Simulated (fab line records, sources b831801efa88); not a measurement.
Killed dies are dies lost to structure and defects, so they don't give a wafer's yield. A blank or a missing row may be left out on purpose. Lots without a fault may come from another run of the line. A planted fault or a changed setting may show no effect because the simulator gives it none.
Which tool did it? | flow gf180mcu | 11 lots, 33 wafers sampled, at 4 steps of a route of 602

WHAT THE GAUGES READ, wafer by wafer
GF_V2_BOW_MEAS_05.
lot  | measured     | on            | V2_BOW (um)
L483 | day 19 09:59 | film_metro-04 | 100 94 96
L484 | day 19 22:29 | film_metro-04 | 100 95 97
L486 | day 20 12:58 | film_metro-01 | 91 88 97
L488 | day 21 07:34 | film_metro-03 | 97 101 103
L489 | day 21 15:07 | film_metro-01 | 92 95 100
L492 | day 22 19:28 | film_metro-01 | 110 94 103
L498 | day 24 23:03 | film_metro-01 | 105 104 104
L500 | day 25 14:26 | film_metro-01 | 110 107 106
L501 | day 25 17:52 | film_metro-03 | 96 106 113
L502 | day 25 23:57 | film_metro-04 | 109 108 85
L506 | day 27 04:20 | film_metro-01 | 101 79 88

GF_V2_CD_MEAS_14: target cd 260 nm.
lot  | measured     | on        | cd_nm (nm)
L483 | day 20 10:07 | cd_sem-01 | 257.2 257.0 256.2
L484 | day 20 22:11 | cd_sem-02 | 259.7 259.4 259.6
L486 | day 21 13:32 | cd_sem-01 | 258.8 258.3 258.6
L488 | day 22 07:17 | cd_sem-01 | 260.2 259.5 259.4
L489 | day 22 15:02 | cd_sem-02 | 269.8 269.1 269.1
L492 | day 23 18:17 | cd_sem-02 | 270.2 269.3 269.5
L498 | day 25 20:37 | cd_sem-01 | 260.2 260.3 259.2
L500 | day 26 11:46 | cd_sem-01 | 258.7 258.5 260.1
L501 | day 26 15:28 | cd_sem-02 | 256.9 259.0 259.1
L502 | day 26 20:32 | cd_sem-02 | 259.4 260.0 259.0
L506 | day 28 00:14 | cd_sem-01 | 262.2 263.1 262.8

WHICH TOOL RAN EACH LOT (tool, then ch and the chambers of the sampled wafers, then the start)
lot  | GF_V1_STRIP_18                       | GF_V2_COAT_09
L483 | plasma_asher-02 ch 0,1, day 18 07:01 | litho_track-04 ch 0, day 19 21:00
L484 | plasma_asher-03 ch 0,1, day 18 17:50 | litho_track-01 ch 0, day 20 10:00
L486 | plasma_asher-04 ch 0,1, day 19 09:52 | litho_track-01 ch 0, day 21 01:00
L488 | plasma_asher-02 ch 0,1, day 20 04:46 | litho_track-04 ch 0, day 21 19:00
L489 | plasma_asher-02 ch 0,1, day 20 12:35 | litho_track-04 ch 0, day 22 02:00
L492 | plasma_asher-03 ch 0, day 21 17:17   | litho_track-04 ch 0, day 23 06:00
L498 | plasma_asher-03 ch 0,1, day 23 22:20 | litho_track-01 ch 0, day 25 10:00
L500 | plasma_asher-03 ch 0,1, day 24 14:02 | litho_track-03 ch 0, day 26 00:00
L501 | plasma_asher-03 ch 0,1, day 24 17:40 | litho_track-04 ch 0, day 26 04:00
L502 | plasma_asher-02 ch 0,1, day 24 23:55 | litho_track-03 ch 0, day 26 10:00
L506 | plasma_asher-04 ch 0,1, day 26 05:16 | litho_track-01 ch 0, day 27 13:00
- GF_V1_STRIP_18: strips in O2/N2.
- GF_V2_COAT_09: resist thk 1000 nm.

WHAT THE TOOLS THEMSELVES READ (means of the sampled wafers that have a number; where no wafer has one, the mark that the record gives instead)
GF_V1_STRIP_18.
lot  | tool            | drypump_motor_current_A (A) | heater_power_w (W) | o2_flow_sccm (sccm) | oes_product_au (a.u.) | platen_temp_c (C)
L483 | plasma_asher-02 | 5.4                         | 290                | 3005                | 0.598                 | 249.95
L484 | plasma_asher-03 | 6.0                         | 294                | 3000                | 0.597                 | 250.01
L486 | plasma_asher-04 | 4.8                         | 297                | 2994                | 0.593                 | 249.84
L488 | plasma_asher-02 | 5.4                         | 295                | 2997                | 0.594                 | 250.02
L489 | plasma_asher-02 | 5.4                         | 294                | 3000                | 0.596                 | 249.98
L492 | plasma_asher-03 | 6.1                         | 286                | 3000                | 0.590                 | 250.09
L498 | plasma_asher-03 | 5.8                         | 301                | 3017                | 0.592                 | 250.22
L500 | plasma_asher-03 | 5.9                         | 300                | 2992                | 0.595                 | 249.88
L501 | plasma_asher-03 | 6.0                         | 294                | 2998                | 0.591                 | 250.22
L502 | plasma_asher-02 | 5.4                         | 291                | 2995                | 0.587                 | 250.07
L506 | plasma_asher-04 | 4.8                         | 296                | 2997                | 0.595                 | 249.80

THE ANSWER, worked out from the rows above alone
Rule: what is usual is taken from the lots themselves. Put in order of their means at a reading, lots are off if they are a third of the lots or fewer, leave a main group of 4 or more, and stand apart from it by a gap of 3 or more times the standard deviation of the main group's means; of several such gaps the widest counts. A main group whose means are all the same, to the digits that the tables above print for the reading, isn't used. A lot without any number at a reading at which 4 lots or more have one is off too. The other lots that the step has rows for count as sound. The gauges are gone through in route order, then the tools' own readings, and for those a lot's mean is taken as printed above. The first step at which some lot is off is used, and at that step the reading that is off furthest; a lot without a number counts as furthest.
Off: L489, L492, at GF_V2_CD_MEAS_14 (cd_nm). The main group: mean 259.3 nm, standard deviation 1.5.
A tool fits if, at a process step before that reading, it ran every lot that is off, and no sound lot after the first of them. The gauges at GF_V2_CD_MEAS_14 are tried like those tools. None of those tried fits.

WHAT THE SIMULATOR HAD PUT IN
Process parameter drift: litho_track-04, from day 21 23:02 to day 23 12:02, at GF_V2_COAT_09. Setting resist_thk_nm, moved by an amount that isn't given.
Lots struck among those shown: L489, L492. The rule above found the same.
